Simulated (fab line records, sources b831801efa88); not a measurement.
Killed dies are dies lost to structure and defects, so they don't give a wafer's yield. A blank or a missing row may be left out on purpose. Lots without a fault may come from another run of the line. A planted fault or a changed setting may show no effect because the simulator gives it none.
Which tool did it? | flow gf180mcu | 12 lots, 36 wafers sampled, at 6 steps of a route of 602

WHAT THE GAUGES READ, wafer by wafer
GF_M2_OVL_MEAS_15. Usual: M2_OVL 2 nm, standard deviation 5.
lot  | measured     | on         | M2_OVL (nm) | flag
L814 | day 18 18:32 | overlay-02 | -2 -1 7     |
L816 | day 19 10:50 | overlay-02 | 0 7 7       |
L817 | day 20 02:26 | overlay-02 | -2 4 5      |
L820 | day 21 06:05 | overlay-01 | 5 4 6       |
L821 | day 21 12:02 | overlay-01 | -8 -8 -2    |
L822 | day 22 05:59 | overlay-02 | 2 3 5       |
L823 | day 22 20:50 | overlay-02 | 11 9 13     |
L824 | day 23 01:26 | overlay-02 | 5 3 -1      |
L827 | day 24 11:44 | overlay-02 | 5 6 0       |
L836 | day 26 18:44 | overlay-01 | 4 10 8      |
L835 | day 26 22:08 | overlay-01 | 2 2 -5      |
L837 | day 27 09:44 | overlay-02 | -2 4 4      |

GF_M3_RS_MEAS_05: measures by four-point-probe. Usual: M3_ALCU_RS 0.0696 ohm/sq, standard deviation 0.00079.
lot  | measured     | on            | M3_ALCU_RS (ohm/sq)  | flag
L814 | day 19 21:57 | film_metro-02 | 0.0700 0.0696 0.0700 |
L816 | day 20 13:21 | film_metro-03 | 0.0698 0.0691 0.0696 |
L817 | day 21 04:58 | film_metro-02 | 0.0691 0.0686 0.0687 |
L820 | day 22 08:31 | film_metro-01 | 0.0699 0.0677 0.0693 |
L821 | day 22 14:04 | film_metro-03 | 0.0701 0.0698 0.0690 |
L822 | day 23 08:30 | film_metro-03 | 0.0711 0.0713 0.0695 |
L823 | day 23 22:22 | film_metro-02 | 0.0687 0.0707 0.0699 |
L824 | day 24 03:18 | film_metro-02 | 0.0691 0.0690 0.0692 |
L827 | day 25 12:55 | film_metro-02 | 0.0698 0.0696 0.0700 |
L836 | day 27 17:52 | film_metro-02 | 0.0947 0.0698 0.0690 | OFF
L835 | day 27 20:37 | film_metro-02 | 0.0945 0.0944 0.0690 | OFF
L837 | day 28 08:47 | film_metro-01 | 0.0971 0.0703 0.0709 | OFF

GF_M3_THK_MEAS_06: measures by xrf. Usual: M3_ALCU_THK 451 nm, standard deviation 5.8.
lot  | measured     | on            | M3_ALCU_THK (nm) | flag
L814 | day 19 22:04 | film_metro-02 | 451 453 447      |
L816 | day 20 13:28 | film_metro-03 | 454 456 450      |
L817 | day 21 05:04 | film_metro-02 | 453 456 454      |
L820 | day 22 08:37 | film_metro-01 | 454 469 456      |
L821 | day 22 14:10 | film_metro-03 | 446 449 454      |
L822 | day 23 08:37 | film_metro-03 | 440 443 452      |
L823 | day 23 22:28 | film_metro-02 | 454 441 445      |
L824 | day 24 03:24 | film_metro-02 | 453 453 454      |
L827 | day 25 13:01 | film_metro-02 | 449 450 444      |
L836 | day 27 17:59 | film_metro-02 | 333 447 456      | OFF
L835 | day 27 20:42 | film_metro-02 | 333 331 455      | OFF
L837 | day 28 08:55 | film_metro-01 | 326 447 441      | OFF

WHICH TOOL RAN EACH LOT (tool, then ch and the chambers of the sampled wafers, then the start)
lot  | GF_M2_SPUTTER_04             | GF_V2_SPUTTER_21             | GF_M3_SPUTTER_02
L814 | pvd_sputter-02, day 17 19:13 | pvd_sputter-02, day 19 21:02 | pvd_sputter-01, day 19 21:52
L816 | pvd_sputter-01, day 18 10:40 | pvd_sputter-04, day 20 12:26 | pvd_sputter-03, day 20 13:16
L817 | pvd_sputter-03, day 19 02:22 | pvd_sputter-04, day 21 04:02 | pvd_sputter-03, day 21 04:51
L820 | pvd_sputter-01, day 20 05:40 | pvd_sputter-01, day 22 07:35 | pvd_sputter-04, day 22 08:24
L821 | pvd_sputter-01, day 20 12:26 | pvd_sputter-04, day 22 13:08 | pvd_sputter-03, day 22 13:57
L822 | pvd_sputter-03, day 21 06:27 | pvd_sputter-01, day 23 07:35 | pvd_sputter-04, day 23 08:25
L823 | pvd_sputter-03, day 21 22:08 | pvd_sputter-02, day 23 21:26 | pvd_sputter-03, day 23 22:15
L824 | pvd_sputter-02, day 22 02:03 | pvd_sputter-02, day 24 02:21 | pvd_sputter-03, day 24 03:10
L827 | pvd_sputter-01, day 23 13:12 | pvd_sputter-04, day 25 11:59 | pvd_sputter-03, day 25 12:48
L836 | pvd_sputter-02, day 25 22:03 | pvd_sputter-01, day 27 16:55 | pvd_sputter-03, day 27 17:45
L835 | pvd_sputter-02, day 26 01:07 | pvd_sputter-04, day 27 19:37 | pvd_sputter-03, day 27 20:27
L837 | pvd_sputter-02, day 26 12:53 | pvd_sputter-02, day 28 07:53 | pvd_sputter-03, day 28 08:42
- GF_M2_SPUTTER_04: material TiN, target thk 50 nm, time 41.7 s.
- GF_V2_SPUTTER_21: material Ti, target thk 15 nm, time 80.02 s.
- GF_M3_SPUTTER_02: material AlCu, target thk 450 nm, time 23.9 s.

WHAT THE TOOLS THEMSELVES READ (means of the sampled wafers that have a number; where no wafer has one, the mark that the record gives instead)
GF_M2_SPUTTER_04. Usual: throttle_valve_pct 29.8 %, standard deviation 1.4.
lot  | tool           | throttle_valve_pct (%) | flag
L814 | pvd_sputter-02 | 29.6                   |
L816 | pvd_sputter-01 | 31.1                   |
L817 | pvd_sputter-03 | 28.8                   |
L820 | pvd_sputter-01 | 29.5                   |
L821 | pvd_sputter-01 | 29.4                   |
L822 | pvd_sputter-03 | 29.0                   |
L823 | pvd_sputter-03 | 29.5                   |
L824 | pvd_sputter-02 | 29.4                   |
L827 | pvd_sputter-01 | 30.5                   |
L836 | pvd_sputter-02 | 29.5                   |
L835 | pvd_sputter-02 | 29.5                   |
L837 | pvd_sputter-02 | 30.2                   |

GF_V2_SPUTTER_21. Usual: throttle_valve_pct 29.7 %, standard deviation 1.3.
lot  | tool           | throttle_valve_pct (%) | flag
L814 | pvd_sputter-02 | 30.2                   |
L816 | pvd_sputter-04 | 29.5                   |
L817 | pvd_sputter-04 | 28.8                   |
L820 | pvd_sputter-01 | 31.3                   |
L821 | pvd_sputter-04 | 29.4                   |
L822 | pvd_sputter-01 | 28.1                   |
L823 | pvd_sputter-02 | 29.7                   |
L824 | pvd_sputter-02 | 29.5                   |
L827 | pvd_sputter-04 | 29.5                   |
L836 | pvd_sputter-01 | 31.3                   |
L835 | pvd_sputter-04 | 29.5                   |
L837 | pvd_sputter-02 | 30.1                   |

GF_M3_SPUTTER_02. Usual: throttle_valve_pct 29.5 %, standard deviation 1.3.
lot  | tool           | throttle_valve_pct (%) | flag
L814 | pvd_sputter-01 | 30.1                   |
L816 | pvd_sputter-03 | 29.9                   |
L817 | pvd_sputter-03 | 28.7                   |
L820 | pvd_sputter-04 | 28.9                   |
L821 | pvd_sputter-03 | 29.4                   |
L822 | pvd_sputter-04 | 29.7                   |
L823 | pvd_sputter-03 | 29.5                   |
L824 | pvd_sputter-03 | 30.0                   |
L827 | pvd_sputter-03 | 29.4                   |
L836 | pvd_sputter-03 | 28.8                   |
L835 | pvd_sputter-03 | 28.9                   |
L837 | pvd_sputter-03 | 28.9                   |

THE ANSWER, worked out from the rows above alone
Rule: a lot is off if the mean of its wafers that have a number lies more than 3 standard deviations from the usual mean. A lot without any number at a reading at which 4 lots or more have one is off too. The other lots that the step has rows for count as sound. The gauges are gone through in route order, then the tools' own readings, and for those a lot's mean is taken as printed above. The first step at which some lot is off is used, and at that step the reading that is off furthest; a lot without a number counts as furthest.
Off: L836, L835, L837, at GF_M3_RS_MEAS_05 (M3_ALCU_RS).
A tool fits if, at a process step before that reading, it ran every lot that is off, and no sound lot after the first of them. The gauges at GF_M3_RS_MEAS_05 are tried like those tools. Can't be told from this: 2 tools fit, pvd_sputter-02 at GF_M2_SPUTTER_04, pvd_sputter-03 at GF_M3_SPUTTER_02.

WHAT THE SIMULATOR HAD PUT IN
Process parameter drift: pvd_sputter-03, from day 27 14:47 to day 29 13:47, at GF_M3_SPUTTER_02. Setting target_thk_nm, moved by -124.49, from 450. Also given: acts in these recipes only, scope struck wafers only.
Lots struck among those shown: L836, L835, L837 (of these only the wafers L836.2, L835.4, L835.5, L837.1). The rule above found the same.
